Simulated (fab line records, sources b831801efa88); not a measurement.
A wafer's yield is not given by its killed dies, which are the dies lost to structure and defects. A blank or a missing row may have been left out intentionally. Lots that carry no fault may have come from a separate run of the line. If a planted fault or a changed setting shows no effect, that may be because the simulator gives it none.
2 desks looking at one fault | flow sfq line | numbers are kept per desk, each desk with only its own; the story behind them comes last

== DESK OF THE TOOL OWNER: rie diel-04 ==
The tool's own readings at SFQ_TRILAYER_L0_VIA_BARC_OPEN_VIA_ETCH_021 (etches BARC in O2, target depth 125 nm, time 41.7 s): means of the sampled wafers that have a number, for each lot that ran on this tool. If a lot's mean is further than 4 standard deviations from the usual mean, the lot is out of limits and carries the mark OUT (the distance appears in the brackets).
Columns: A = drypump motor current A at SFQ_TRILAYER_L0_VIA_BARC_OPEN_VIA_ETCH_021, usual 5.9 A; B = oes product au at SFQ_TRILAYER_L0_VIA_BARC_OPEN_VIA_ETCH_021, usual 0.686 a.u.; C = run length s at SFQ_TRILAYER_L0_VIA_BARC_OPEN_VIA_ETCH_021, usual 70.2 s
lot  | first seen here | A   | B                | C
L603 | day 4 23:56     | 5.6 | 0.689            | 69.8
L609 | day 6 14:26     | 6.1 | 0.667 (-4.0) OUT | 73.9 (+9.1) OUT
L619 | day 9 00:58     | 6.0 | 0.685            | 69.8
Finding of this desk: L609 out of limits; the first was L609 at day 6 14:26, on oes product au at SFQ_TRILAYER_L0_VIA_BARC_OPEN_VIA_ETCH_021. L603, L619: within limits.

== METROLOGY DESK ==
Lot by lot, what the gauges showed, no matter which tool ran the lot: averages of those sampled wafers that carry a number. If a lot's mean is further than 4 standard deviations from the usual mean, the lot is out of limits and carries the mark OUT (the distance appears in the brackets).
Columns: A = L0V_OVL at SFQ_L0V_OVL_MEAS_903, usual -2 nm
lot  | first seen here | A
L603 | day 4 23:55     | -8
L609 | day 6 14:25     | 5
L619 | day 9 00:56     | -2
L620 | day 9 07:41     | 3
L623 | day 9 23:17     | -4
Result from this desk: across the 5 lots, nothing is out of limits.

== TAKEN TOGETHER ==
The tool owner's desk could have raised an alarm at day 6 14:26, on L609.
From the metrology desk's view, nothing was out of limits.
The metrology desk has L609 on record, within its limits.
All the named lots went through SFQ_TRILAYER_L0_VIA_BARC_OPEN_VIA_ETCH_021 on rie diel-04.

== WHAT THE SIMULATOR HAD INSERTED ==
rie diel-04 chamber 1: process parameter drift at SFQ_TRILAYER_L0_VIA_BARC_OPEN_VIA_ETCH_021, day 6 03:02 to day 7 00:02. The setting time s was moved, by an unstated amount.
Struck lots among those shown: L609.
Each desk's first reading out of limits, in hours after the fault started: the tool owner's desk, 11.
